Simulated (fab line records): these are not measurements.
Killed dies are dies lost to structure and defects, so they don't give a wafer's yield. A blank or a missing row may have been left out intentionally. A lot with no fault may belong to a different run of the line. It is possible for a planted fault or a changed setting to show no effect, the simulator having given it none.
Comparing a struck lot with a sound one	flow sky130	14 steps out of a route of 708
Sound: these wafers, L549.2, L549.4, L549.6. The struck wafers were L553.1, L553.2, L553.3. The cause comes at the end.
Each step with rows lists, per side, the tool, then ch with its chambers, then its first start. Under that, the readings that differ: sound wafers	struck wafers	difference of the means	sigmas: that difference in standard deviations of wafers without a fault.
alike: same words and numbers on both sides, and readings whose means sit less than 2 such deviations apart. not compared: any withheld reading, any reading some wafer has no value for, any bound like >300 that may hide the same value, and any number with overlapping values for which the record gives no deviation.
A row with sigmas, a row that says differs or no value, or rows on one side alone: a step with any of these is where the two part. Numbers that don't overlap but have no deviation are shown without sigmas and don't part them. A reading missing from all wafers of one side parts the sides only when that side holds two or more wafers.

first, 1 step without rows for these wafers: SKY_VIA4_DEVELOP_10 (develop time 60 s).
SKY_VIA4_OVL_MEAS_11:
  sound on overlay-02, day 43 05:50; struck on overlay-02, day 44 21:01
reading	sound	struck	difference	sigmas
VIA4_OVL (nm)	-2.2 -3.1 -1.0	1.4 1.3 0.8	+3.3	+3
SKY_VIA4_ETCH_12: etches SiO2 in C4F8/O2/Ar, stops on TiN, target depth 580 nm.
  sound on rie diel-04 ch 0,1,2, day 43 05:52; struck on rie diel-01 ch 0,1,3, day 44 21:02
  alike: oes product au
SKY_VIA4_STRIP_13: strips in O2/N2.
  sound on plasma asher-04 ch 0,1, day 43 05:56; struck on plasma asher-04 ch 0,1, day 44 21:07
  alike: drypump motor current A, oes product au, strip time to endpoint s
  not compared: rf hours counter h
then, 3 steps without rows for these wafers: SKY_VIA4_STRIP_14 (strips in post etch residue remover, time 1200 s); SKY_VIA4_CLEAN_15 (cleans in IPA, time 180 s); SKY_VIA4_CLEAN_16 (cleans in O3/DIW).
SKY_VIA4_SPUTTER_17: material TiN, target thk 20 nm, time 80 s.
  sound on pvd sputter-03, day 43 06:32; struck on pvd sputter-04, day 44 21:43
  alike: cathode dc power W, throttle valve pct
SKY_VIA4_CVD_18: deposits W, target thk 505 nm, time 152.14 s.
  sound on cvd w-02 ch 0, day 43 06:35; struck on cvd w-02 ch 0,1, day 44 21:46
  alike: heater power w
SKY_VIA4_RS_MEAS_19: measures by four-point-probe.
  sound on film metro-04, day 43 06:46; struck on film metro-04, day 44 21:55
  alike: VIA4_W_RS
SKY_VIA4_THK_MEAS_20: measures by xrf.
  sound on film metro-04, day 43 06:52; struck on film metro-04, day 44 22:02
  alike: VIA4_W_THK
then, 1 step without rows for these wafers: SKY_VIA4_CMP_21 (polishes, stops on SiO2, t overpolish 25 s, target thk 0 nm).
SKY_METAL5_SPUTTER_00: material Ti, target thk 15 nm, time 10 s.
  sound on pvd sputter-04, day 43 07:13; struck on pvd sputter-04, day 44 22:24
reading	sound	struck	difference	sigmas
model.Ti_of_METAL5_SPUTTER_00.thk nm (nm)	14.86 15.17 15.07	25.85 25.68 26.03	+10.82	
  alike: cathode dc power W, throttle valve pct
SKY_METAL5_SPUTTER_01: material TiN, target thk 20 nm, time 16.7 s.
  sound on pvd sputter-04, day 43 07:14; struck on pvd sputter-04, day 44 22:25
  alike: cathode dc power W, throttle valve pct

WHERE THEY PART
Only at SKY_VIA4_OVL_MEAS_11, within this record. Later steps at which nothing parts them and some readings are alike: SKY_VIA4_ETCH_12, SKY_VIA4_STRIP_13, SKY_VIA4_SPUTTER_17, SKY_VIA4_CVD_18, SKY_VIA4_RS_MEAS_19, SKY_VIA4_THK_MEAS_20, SKY_METAL5_SPUTTER_00, SKY_METAL5_SPUTTER_01.

WHY: whatever the simulator had introduced
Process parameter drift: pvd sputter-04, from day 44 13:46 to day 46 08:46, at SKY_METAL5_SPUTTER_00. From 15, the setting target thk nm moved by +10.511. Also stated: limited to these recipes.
